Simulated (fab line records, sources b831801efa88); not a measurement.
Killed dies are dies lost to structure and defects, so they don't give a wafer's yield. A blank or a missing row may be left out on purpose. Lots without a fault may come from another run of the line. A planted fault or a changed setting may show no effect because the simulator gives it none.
Which tool did it? | flow gf180mcu | 24 lots, 72 wafers sampled, at 3 steps of a route of 602

WHAT THE GAUGES READ, wafer by wafer
GF_M3_THK_MEAS_06: measures by xrf. Usual: M3_ALCU_THK 441 nm, standard deviation 4.4.
lot  | measured     | on            | M3_ALCU_THK (nm) | flag
L074 | day 20 05:04 | film_metro-02 | 433 438 437      |
L075 | day 20 16:20 | film_metro-04 | 438 444 441      |
L076 | day 21 01:22 | film_metro-04 | 447 442 439      |
L077 | day 21 10:31 | film_metro-01 | 434 445 441      |
L078 | day 21 18:28 | film_metro-02 | 445 450 445      |
L079 | day 22 05:42 | film_metro-01 | 437 445 437      |
L080 | day 22 13:53 | film_metro-02 | 435 440 445      |
L081 | day 23 00:35 | film_metro-02 | 438 440 437      |
L082 | day 23 08:22 | film_metro-02 | 447 447 444      |
L083 | day 23 19:45 | film_metro-01 | 436 433 436      |
L084 | day 24 01:17 | film_metro-02 | 446 449 443      |
L085 | day 24 07:07 | film_metro-02 | 439 442 448      |
L086 | day 24 18:40 | film_metro-04 | 440 439 444      |
L087 | day 25 02:52 | film_metro-01 | 441 435 435      |
L088 | day 25 09:25 | film_metro-01 | 441 433 437      |
L089 | day 25 18:30 | film_metro-02 | 436 439 438      |
L090 | day 26 00:19 | film_metro-02 | 433 436 440      |
L091 | day 26 09:48 | film_metro-02 | 446 448 451      |
L092 | day 26 15:56 | film_metro-02 | 443 443 444      |
L093 | day 26 23:14 | film_metro-01 | 444 438 441      |
L094 | day 27 07:12 | film_metro-01 | 443 437 440      |
L095 | day 27 09:40 | film_metro-02 | 437 436 442      |
L096 | day 27 20:53 | film_metro-04 | 434 440 439      |
L097 | day 28 02:46 | film_metro-04 | 439 440 441      |

GF_V3_RS_MEAS_24: measures by four-point-probe. Usual: V3_W_RS 0.328 ohm/sq, standard deviation 0.0059.
lot  | measured     | on            | V3_W_RS (ohm/sq)  | flag
L074 | day 22 06:34 | film_metro-03 | 0.332 0.326 0.330 |
L075 | day 22 17:35 | film_metro-03 | 0.329 0.325 0.317 |
L076 | day 23 02:36 | film_metro-02 | 0.333 0.334 0.335 |
L077 | day 23 11:33 | film_metro-01 | 0.332 0.321 0.331 |
L078 | day 23 19:06 | film_metro-03 | 0.314 0.327 0.319 |
L079 | day 24 05:23 | film_metro-03 | 0.336 0.330 0.332 |
L080 | day 24 12:49 | film_metro-03 | 0.331 0.332 0.331 |
L081 | day 24 23:25 | film_metro-02 | 0.332 0.332 0.334 |
L082 | day 25 06:04 | film_metro-03 | 0.335 0.332 0.333 |
L083 | day 25 17:04 | film_metro-03 | 0.331 0.329 0.329 |
L084 | day 25 22:55 | film_metro-03 | 0.333 0.333 0.331 |
L085 | day 26 04:56 | film_metro-01 | 0.324 0.330 0.332 |
L086 | day 26 15:53 | film_metro-03 | 0.332 0.328 0.333 |
L087 | day 26 23:46 | film_metro-01 | 0.329 0.325 0.329 |
L088 | day 27 06:02 | film_metro-01 | 0.336 0.335 0.336 |
L089 | day 27 14:58 | film_metro-02 | 0.325 0.323 0.325 |
L090 | day 27 19:35 | film_metro-01 | 0.323 0.314 0.315 |
L091 | day 28 04:34 | film_metro-01 | 0.327 0.320 0.319 |
L092 | day 28 10:30 | film_metro-03 | 0.326 0.324 0.315 |
L093 | day 28 16:42 | film_metro-01 | 0.337 0.334 0.336 |
L094 | day 29 01:36 | film_metro-01 | 0.332 0.333 0.334 |
L095 | day 29 02:02 | film_metro-02 | 0.320 0.320 0.319 |
L096 | day 29 14:19 | film_metro-03 | 0.324 0.330 0.321 |
L097 | day 29 19:30 | film_metro-01 | 0.333 0.322 0.330 |

WHICH TOOL RAN EACH LOT (tool, then ch and the chambers of the sampled wafers, then the start)
lot  | GF_M3_STRIP_17
L074 | plasma_asher-03 ch 0, day 21 04:54
L075 | plasma_asher-02 ch 0,1, day 21 16:15
L076 | plasma_asher-01 ch 0,1, day 22 01:30
L077 | plasma_asher-01 ch 0,1, day 22 10:00
L078 | plasma_asher-03 ch 0,1, day 22 17:48
L079 | plasma_asher-01 ch 0,1, day 23 04:48
L080 | plasma_asher-02 ch 0,1, day 23 12:16
L081 | plasma_asher-01 ch 1, day 23 23:18
L082 | plasma_asher-03 ch 0,1, day 24 06:14
L083 | plasma_asher-02 ch 0,1, day 24 17:22
L084 | plasma_asher-01 ch 0,1, day 24 23:47
L085 | plasma_asher-01 ch 0,1, day 25 05:11
L086 | plasma_asher-02 ch 0,1, day 25 16:31
L087 | plasma_asher-02 ch 0,1, day 26 00:19
L088 | plasma_asher-02 ch 0,1, day 26 06:55
L089 | plasma_asher-02 ch 0,1, day 26 15:32
L090 | plasma_asher-02 ch 0,1, day 26 20:47
L091 | plasma_asher-02 ch 0, day 27 06:02
L092 | plasma_asher-03 ch 0,1, day 27 12:26
L093 | plasma_asher-01 ch 0,1, day 27 19:36
L094 | plasma_asher-01 ch 0,1, day 28 03:39
L095 | plasma_asher-01 ch 0,1, day 28 05:13
L096 | plasma_asher-01 ch 0,1, day 28 16:36
L097 | plasma_asher-01 ch 0,1, day 28 22:09
- GF_M3_STRIP_17: strips in O2/N2.

WHAT THE TOOLS THEMSELVES READ (means of the sampled wafers that have a number; where no wafer has one, the mark that the record gives instead)
GF_M3_STRIP_17. Usual: drypump_motor_current_A 5.9 A, standard deviation 0.48; heater_power_w 317 W, standard deviation 60; n2_flow_sccm 299.9 sccm, standard deviation 0.86; oes_product_au 0.537 a.u., standard deviation 0.0052; platen_temp_c 249.98 C, standard deviation 0.17; strip_time_to_endpoint_s 7.39 s, standard deviation 0.048.
lot  | tool            | drypump_motor_current_A (A) | heater_power_w (W) | n2_flow_sccm (sccm) | oes_product_au (a.u.) | platen_temp_c (C) | strip_time_to_endpoint_s (s) | flag
L074 | plasma_asher-03 | 5.7                         | 304                | 300.5               | 0.540                 | 249.93            | 7.44                         |
L075 | plasma_asher-02 | 5.6                         | 341                | 300.1               | 0.544                 | 250.03            | 7.45                         |
L076 | plasma_asher-01 | 6.1                         | 292                | 299.9               | 0.542                 | 250.15            | 7.41                         |
L077 | plasma_asher-01 | 6.1                         | 294                | 299.9               | 0.535                 | 250.03            | 7.35                         |
L078 | plasma_asher-03 | 5.4                         | 310                | 299.4               | 0.536                 | 249.96            | 7.38                         |
L079 | plasma_asher-01 | 6.1                         | 295                | 299.1               | 0.534                 | 249.91            | 7.35                         |
L080 | plasma_asher-02 | 5.9                         | 388                | 300.2               | 0.541                 | 249.82            | 7.43                         |
L081 | plasma_asher-01 | 6.0                         | 323                | 299.9               | 0.534                 | 250.02            | 7.39                         |
L082 | plasma_asher-03 | 5.2                         | 320                | 299.8               | 0.542                 | 249.95            | 7.38                         |
L083 | plasma_asher-02 | 6.0                         | 383                | 299.7               | 0.534                 | 249.83            | 7.39                         |
L084 | plasma_asher-01 | 6.3                         | 268                | 300.2               | 0.536                 | 249.95            | 7.44                         |
L085 | plasma_asher-01 | 6.1                         | 295                | 300.1               | 0.532                 | 249.98            | 7.31                         |
L086 | plasma_asher-02 | 6.0                         | 383                | 299.6               | 0.542                 | 249.94            | 7.45                         |
L087 | plasma_asher-02 | 6.0                         | 386                | 299.7               | 0.534                 | 250.00            | 7.40                         |
L088 | plasma_asher-02 | 5.6                         | 340                | 299.8               | 0.540                 | 250.13            | 7.35                         |
L089 | plasma_asher-02 | 6.0                         | 384                | 299.6               | 0.529                 | 249.97            | 7.35                         |
L090 | plasma_asher-02 | 5.6                         | 338                | 300.1               | 0.536                 | 250.05            | 7.41                         |
L091 | plasma_asher-02 | 5.3                         | 296                | 299.4               | 0.538                 | 250.05            | 7.37                         |
L092 | plasma_asher-03 | 5.1                         | 318                | 300.3               | 0.533                 | 249.78            | 7.39                         |
L093 | plasma_asher-01 | 6.1                         | 294                | 299.8               | 0.538                 | 250.04            | 7.39                         |
L094 | plasma_asher-01 | 6.3                         | 269                | 300.0               | 0.540                 | 249.90            | 7.34                         |
L095 | plasma_asher-01 | 6.2                         | 267                | 300.6               | 0.538                 | 249.96            | 7.45                         |
L096 | plasma_asher-01 | 6.1                         | 295                | 299.7               | 0.534                 | 249.97            | 7.36                         |
L097 | plasma_asher-01 | 6.1                         | 293                | 298.9               | 0.544                 | 250.08            | 7.47                         |

THE ANSWER, worked out from the rows above alone
Rule: a lot is off if the mean of its wafers that have a number lies more than 3 standard deviations from the usual mean. A lot without any number at a reading at which 4 lots or more have one is off too. The other lots that the step has rows for count as sound. The gauges are gone through in route order, then the tools' own readings, and for those a lot's mean is taken as printed above. The first step at which some lot is off is used, and at that step the reading that is off furthest; a lot without a number counts as furthest.
No lot is off at any reading shown: from this, nothing can be told.

WHAT THE SIMULATOR HAD PUT IN
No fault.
